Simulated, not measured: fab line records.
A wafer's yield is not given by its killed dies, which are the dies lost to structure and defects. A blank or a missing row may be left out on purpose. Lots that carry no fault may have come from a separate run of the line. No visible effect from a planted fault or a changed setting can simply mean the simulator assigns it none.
2 desks, one fault ; flow gf180mcu ; each desk has only its own numbers; what lay behind them comes last

THE METROLOGY DESK
What the gauges read, lot by lot, whatever tool the lot ran on: means of the sampled wafers that have a number. Marked OUT: a lot whose mean sits more than 4 standard deviations from the usual mean, which makes it out of limits; the brackets give that distance.
Columns: A = STI_OXIDATION_THK at GF_STI_THK_MEAS_02, usual 9.98 nm; B = MVPSD_OVL at GF_MVPSD_OVL_MEAS_07, usual 0.4 nm
lot;first seen here;A;B
L158;day 1 16:31;9.95;1.0
L160;day 2 02:32;10.17;-0.0
L161;day 2 07:52;10.34;1.6
L162;day 2 12:53;10.29;-0.7
L163;day 2 17:32;10.21;-1.3
L164;day 2 22:58;9.95;-1.0
L166;day 3 08:31;9.88;0.0
L171;day 4 09:51;10.03;1.6
L172;day 4 14:31;9.95;-0.9
L174;day 5 00:31;9.89;1.3
L175;day 5 05:31;9.88;2.9
L177;day 5 15:31;9.89;1.2
L178;day 5 20:31;10.02;0.1
L180;day 6 06:31;9.87;-1.1
This desk found nothing out of limits on any of the 14 lots.

TOOL OWNER'S DESK, litho-track-02
GF_LVPWELL_SOFTBAKE_03, tool's own readings: per-lot mean of the sampled wafers with a number, covering each lot this tool ran. Marked OUT: a lot whose mean sits more than 4 standard deviations from the usual mean, which makes it out of limits; the brackets give that distance.
Columns: A = chill-plate-temp-C at GF_LVPWELL_SOFTBAKE_03, usual 23.00 C; B = heater-power-total-W at GF_LVPWELL_SOFTBAKE_03, usual 65.32 W; C = plate-temp-C at GF_LVPWELL_SOFTBAKE_03, usual 109.99 C
lot;first seen here;A;B;C
L161;day 4 13:35;23.09;65.39;109.96
L166;day 5 18:43;23.03;65.31;109.93
L171;day 6 22:49;22.97;66.54 (+8.7) OUT;111.42 (+11) OUT
L172;day 7 03:40;22.90;66.52 (+8.5) OUT;111.38 (+11) OUT
L174;day 7 14:46;23.08;66.41 (+7.8) OUT;111.42 (+11) OUT
Finding of this desk: L171, L172, L174 out of limits; the first was L171 at day 6 22:49, on heater-power-total-W at GF_LVPWELL_SOFTBAKE_03. L161, L166: within limits.

TAKEN TOGETHER
At day 6 22:49, on L171, L172, L174, the tool owner's desk was in a position to raise an alarm.
The metrology desk saw nothing out of limits.
The metrology desk has L171, L172, L174 on record, within its limits.
Of the lots named, all ran GF_LVPWELL_SOFTBAKE_03 on litho-track-02.

WHAT HAD BEEN PUT IN BY THE SIMULATOR
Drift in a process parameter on litho-track-02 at GF_LVPWELL_SOFTBAKE_03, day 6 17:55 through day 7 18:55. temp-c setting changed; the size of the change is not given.
Shown lots that were struck: L171, L172, L174.
Each desk's first reading out of limits, in hours after the fault started: the tool owner's desk, 5.
